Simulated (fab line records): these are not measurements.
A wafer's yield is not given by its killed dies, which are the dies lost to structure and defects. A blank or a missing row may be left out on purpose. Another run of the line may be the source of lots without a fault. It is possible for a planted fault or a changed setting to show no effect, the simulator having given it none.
Which of the tools did it? || flow sky130 || 33 wafers from 11 lots sampled at 2 of the route's 708 steps

== WHAT THE GAUGES SHOWED, per wafer ==
SKY_SONOS_ONO_THK_MEAS_03.
{"lot": "L313", "measured": "day 11 18:28", "on": "film-metro-01", "SONOS_ONO_CVD_02_THK (nm)": "10.71 10.62 10.63"}
{"lot": "L317", "measured": "day 12 16:41", "on": "film-metro-04", "SONOS_ONO_CVD_02_THK (nm)": "17.02 16.91 16.93"}
{"lot": "L325", "measured": "day 15 16:29", "on": "film-metro-04", "SONOS_ONO_CVD_02_THK (nm)": "10.59 10.49 10.43"}
{"lot": "L326", "measured": "day 17 02:02", "on": "film-metro-02", "SONOS_ONO_CVD_02_THK (nm)": "10.39 10.26 10.46"}
{"lot": "L328", "measured": "day 17 02:03", "on": "film-metro-04", "SONOS_ONO_CVD_02_THK (nm)": "10.33 10.48 10.37"}
{"lot": "L329", "measured": "day 17 02:07", "on": "film-metro-02", "SONOS_ONO_CVD_02_THK (nm)": "10.44 10.59 10.54"}
{"lot": "L330", "measured": "day 17 07:28", "on": "film-metro-04", "SONOS_ONO_CVD_02_THK (nm)": "10.32 10.33 10.36"}
{"lot": "L331", "measured": "day 17 07:28", "on": "film-metro-01", "SONOS_ONO_CVD_02_THK (nm)": "10.77 10.58 10.77"}
{"lot": "L334", "measured": "day 18 12:44", "on": "film-metro-01", "SONOS_ONO_CVD_02_THK (nm)": "10.68 10.53 10.65"}
{"lot": "L335", "measured": "day 18 18:42", "on": "film-metro-01", "SONOS_ONO_CVD_02_THK (nm)": "10.43 10.42 10.37"}
{"lot": "L336", "measured": "day 19 03:05", "on": "film-metro-04", "SONOS_ONO_CVD_02_THK (nm)": "10.46 10.52 10.36"}

== EACH LOT AND THE TOOL THAT RAN IT (in order: tool; ch and the chambers of the sampled wafers; start) ==
{"lot": "L313", "SKY_SONOS_ONO_CVD_02": "lpcvd-02 ch 0, day 11 17:24"}
{"lot": "L317", "SKY_SONOS_ONO_CVD_02": "lpcvd-02 ch 1, day 12 15:38"}
{"lot": "L325", "SKY_SONOS_ONO_CVD_02": "lpcvd-02 ch 0, day 15 15:26"}
{"lot": "L326", "SKY_SONOS_ONO_CVD_02": "lpcvd-02 ch 0, day 17 00:59"}
{"lot": "L328", "SKY_SONOS_ONO_CVD_02": "lpcvd-02 ch 1, day 17 00:59"}
{"lot": "L329", "SKY_SONOS_ONO_CVD_02": "lpcvd-02 ch 0, day 17 00:59"}
{"lot": "L330", "SKY_SONOS_ONO_CVD_02": "lpcvd-02 ch 1, day 17 06:23"}
{"lot": "L331", "SKY_SONOS_ONO_CVD_02": "lpcvd-02 ch 1, day 17 06:23"}
{"lot": "L334", "SKY_SONOS_ONO_CVD_02": "lpcvd-02 ch 1, day 18 11:40"}
{"lot": "L335", "SKY_SONOS_ONO_CVD_02": "lpcvd-02 ch 0, day 18 17:37"}
{"lot": "L336", "SKY_SONOS_ONO_CVD_02": "lpcvd-02 ch 0, day 19 02:02"}
- SKY_SONOS_ONO_CVD_02: deposits Si3N4 from DCS/NH3, target thk 10.5 nm, time 180 s.

== THE ANSWER, worked out from the rows above alone ==
Rule: the usual values come from the lots themselves. The widest of any qualifying gaps counts: lots, ordered by their means at a reading, are off when they make up no more than a third of the lots, leave a main group of 4 or more, and stand apart from it by 3 or more times the standard deviation of that group's means. A main group whose means are all the same, to the digits that the tables above print for the reading, isn't used. A lot without any number at a reading at which 4 lots or more have one is off too. Where the step has rows for the other lots, those lots are counted as sound.
Off: at SKY_SONOS_ONO_THK_MEAS_03 (SONOS_ONO_CVD_02_THK), L317. The main group has a mean of 10.50 nm with a standard deviation of 0.12.
A tool fits if, at a process step before that reading, it ran every lot that is off, and no sound lot after the first of them. Gauges at SKY_SONOS_ONO_THK_MEAS_03: tried the same way as those tools. None of those tried fits.

== WHAT THE SIMULATOR HAD INSERTED ==
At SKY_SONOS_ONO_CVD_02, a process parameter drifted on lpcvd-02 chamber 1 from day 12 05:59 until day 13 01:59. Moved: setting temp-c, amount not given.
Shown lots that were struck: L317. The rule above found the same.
